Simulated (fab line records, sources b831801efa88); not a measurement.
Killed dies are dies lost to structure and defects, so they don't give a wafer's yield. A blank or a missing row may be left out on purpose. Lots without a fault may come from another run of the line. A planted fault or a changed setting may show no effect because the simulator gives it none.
A struck lot beside a sound one | flow sfq_line | 42 steps out of a route of 325
Sound: wafers L224.1, L224.5, L224.6. Struck: wafer L233.4. (L233.1, L233.3 of the same lot were not struck and are left out.) The cause comes at the end.
At each step with rows: each side's tool, then ch and its chambers, then its first start. Under that, the readings that differ: sound wafers | struck wafers | difference of the means | sigmas: that difference in standard deviations of wafers without a fault.
alike: readings whose means differ by less than 2 such deviations, and words and numbers that are the same on both sides. not compared: withheld readings, readings that some wafer has no value for, bounds like >300 that may hide the same value, and numbers for which the record gives no deviation and whose values overlap.
The two part at a step that has a row with sigmas, a row that says differs or no value, or rows on one side only. Numbers that don't overlap but have no deviation are shown without sigmas and don't part them. A reading that every wafer of one side lacks parts them only if that side has two wafers or more.

first, 6 steps without rows for these wafers: SFQ_TRILAYER_L0_VIA_LITHO_COAT_018 (resist thk 62 nm); SFQ_TRILAYER_L0_VIA_LITHO_COAT_013 (resist thk 650 nm); SFQ_TRILAYER_L0_VIA_LITHO_SOFTBAKE_017; SFQ_TRILAYER_L0_VIA_LITHO_EXPOSE_014 (exposes mask L0V, target cd 700 nm); SFQ_TRILAYER_L0_VIA_LITHO_PEB_016 (peb time 60 s); SFQ_TRILAYER_L0_VIA_LITHO_DEVELOP_015 (time 60 s).
SFQ_L0V_OVL_MEAS_903:
  sound on overlay-01, day 9 01:13; struck on overlay-01, day 11 22:10
  alike: L0V_OVL
SFQ_TRILAYER_L0_VIA_BARC_OPEN_VIA_ETCH_021: etches BARC in O2, target depth 125 nm, time 41.7 s.
  sound on rie_diel-03 ch 0,3, day 9 01:15; struck on rie_diel-02 ch 2, day 11 22:12
  alike: drypump_motor_current_A, oes_product_au
  not compared: rf_hours_counter_h
then, 1 step without rows for these wafers: SFQ_TRILAYER_L0_VIA_ETCH_VIA_ETCH_016 (etches SiO2 in CHF3, stops on MoNx KI, target depth 80 nm).
SFQ_TRILAYER_L0_VIA_STRIP_STRIP_017: strips in O2.
  sound on rie_metal-01 ch 0,1, day 9 01:20; struck on rie_metal-03 ch 1, day 11 22:17
  reading                     | sound          | struck | difference | sigmas
  drypump_motor_current_A (A) | 5.78 5.70 5.84 | 5.31   | -0.46      | -2
  alike: he_backside_leak_sccm, oes_product_au
  not compared: rf_hours_counter_h
then, 2 steps without rows for these wafers: SFQ_TRILAYER_L0_VIA_STRIP_SOLV_CLEAN_018 (cleans in NMP, time 600 s); SFQ_TRILAYER_M0_DEP_PRE_CLEAN_020 (time 15 s).
SFQ_TRILAYER_M0_DEP_SPUTTER_019: material Nb, target thk 200 nm, time 133.3 s.
  sound on pvd_sputter-03, day 9 02:08; struck on pvd_sputter-03, day 11 23:05
  reading                                             | sound             | struck | difference | sigmas
  model.Nb_of_TRILAYER_M0_DEP_SPUTTER_019.thk_nm (nm) | 202.1 201.4 200.9 | 234.9  | +33.4      |
  alike: throttle_valve_pct
SFQ_M0_RS_MEAS_904: measures by four-point-probe.
  sound on film_metro-02, day 9 02:14; struck on film_metro-03, day 11 23:10
  reading           | sound             | struck | difference | sigmas
  M0_NB_RS (ohm/sq) | 0.878 0.882 0.885 | 0.757  | -0.125     | -14
then, 6 steps without rows for these wafers: SFQ_TRILAYER_M0_LITHO_COAT_026 (resist thk 62 nm); SFQ_TRILAYER_M0_LITHO_COAT_021 (resist thk 600 nm); SFQ_TRILAYER_M0_LITHO_SOFTBAKE_025; SFQ_TRILAYER_M0_LITHO_EXPOSE_022 (exposes mask M0, target cd 500 nm); SFQ_TRILAYER_M0_LITHO_PEB_024 (peb time 60 s); SFQ_TRILAYER_M0_LITHO_DEVELOP_023 (time 60 s).
-- the record jumps here: 5 days lie between the struck wafers' starts before and after --
SFQ_M0_OVL_MEAS_906:
  sound on overlay-01, day 13 11:29; struck on overlay-01, day 17 06:49
  alike: M0_OVL
then, 1 step without rows for these wafers: SFQ_TRILAYER_M0_BARC_OPEN_METAL_ETCH_031 (etches BARC in O2, target depth 125 nm, time 41.7 s).
SFQ_TRILAYER_M0_ETCH_METAL_ETCH_024: etches Nb in Cl2/Ar, stops on SiO2, target depth 240 nm, time 120 s.
  sound on rie_metal-03 ch 0,1, day 13 11:35; struck on rie_metal-01 ch 1, day 17 06:55
  reading               | sound             | struck | difference | sigmas
  oes_product_au (a.u.) | 0.901 0.892 0.898 | 0.983  | +0.086     | +14
  alike: drypump_motor_current_A, he_backside_leak_sccm
  not compared: rf_hours_counter_h
then, 2 steps without rows for these wafers: SFQ_TRILAYER_M0_STRIP_STRIP_025 (strips in O2); SFQ_TRILAYER_M0_STRIP_SOLV_CLEAN_026 (cleans in NMP, time 600 s).
SFQ_TRILAYER_I0_DEP_PECVD_027: deposits SiO2 from SiH4/N2O, time 111.11 s, target thk 500 nm.
  sound on pecvd-03 ch 0,2, day 13 12:29; struck on pecvd-01 ch 0, day 17 07:59
  alike: heater_power_w, showerhead_vpp_V, throttle_valve_pct
then, 1 step without rows for these wafers: SFQ_TRILAYER_I0_CMP_CMP_028 (polishes SiO2).
SFQ_I0_BOW_MEAS_907:
  sound on film_metro-03, day 13 19:25; struck on film_metro-01, day 17 11:04
  alike: I0_BOW
then, 7 steps without rows for these wafers: SFQ_TRILAYER_I0_METRO_MEASURE_029; SFQ_TRILAYER_I0_VIA_LITHO_COAT_036 (resist thk 62 nm); SFQ_TRILAYER_I0_VIA_LITHO_COAT_031 (resist thk 650 nm); SFQ_TRILAYER_I0_VIA_LITHO_SOFTBAKE_035; SFQ_TRILAYER_I0_VIA_LITHO_EXPOSE_032 (exposes mask I0, target cd 500 nm); SFQ_TRILAYER_I0_VIA_LITHO_PEB_034 (peb time 60 s); SFQ_TRILAYER_I0_VIA_LITHO_DEVELOP_033 (time 60 s).
-- the record jumps here: 7 days lie between the struck wafers' starts before and after --
SFQ_I0_OVL_MEAS_908:
  sound on overlay-02, day 18 17:52; struck on overlay-01, day 24 07:05
  alike: I0_OVL
SFQ_TRILAYER_I0_VIA_BARC_OPEN_VIA_ETCH_046: etches BARC in O2, target depth 125 nm, time 41.7 s.
  sound on rie_diel-01 ch 0,3, day 18 17:54; struck on rie_diel-03 ch 1, day 24 07:07
  alike: drypump_motor_current_A, oes_product_au
  not compared: rf_hours_counter_h
then, 1 step without rows for these wafers: SFQ_TRILAYER_I0_VIA_ETCH_VIA_ETCH_034 (etches SiO2 in CHF3, stops on Nb, target depth 260 nm).
SFQ_TRILAYER_I0_VIA_STRIP_STRIP_035: strips in O2.
  sound on rie_metal-03 ch 0,1, day 18 18:03; struck on rie_metal-04 ch 1, day 24 07:16
  alike: drypump_motor_current_A, he_backside_leak_sccm, oes_product_au
  not compared: rf_hours_counter_h
then, 2 steps without rows for these wafers: SFQ_TRILAYER_I0_VIA_STRIP_SOLV_CLEAN_036 (cleans in NMP, time 600 s); SFQ_TRILAYER_M1_DEP_PRE_CLEAN_038 (time 22.5 s).
-- the record jumps here: 62 days lie between the struck wafers' starts before and after --
SFQ_M8_BOW_MEAS_951:
  sound on film_metro-03, day 84 12:12; struck on film_metro-03, day 86 06:13
  reading                 | sound               | struck | difference | sigmas
  M8_BOW (um)             | -13 -9 -10          | 16     | +27        | +2
  model.etest.m0.ohm_um   | 1.754 1.763 1.766   | 1.52   | -0.24      |
  model.etest.i0.link_ohm | 1.962 1.966 1.957   | 1.824  | -0.138     |
  model.etest.m0.ohm_sq   | 0.8796 0.8828 0.885 | 0.757  | -0.125     |

WHERE THEY PART
First at SFQ_TRILAYER_L0_VIA_STRIP_STRIP_017; last, within this record, at SFQ_M8_BOW_MEAS_951.

WHY: what the simulator had put in
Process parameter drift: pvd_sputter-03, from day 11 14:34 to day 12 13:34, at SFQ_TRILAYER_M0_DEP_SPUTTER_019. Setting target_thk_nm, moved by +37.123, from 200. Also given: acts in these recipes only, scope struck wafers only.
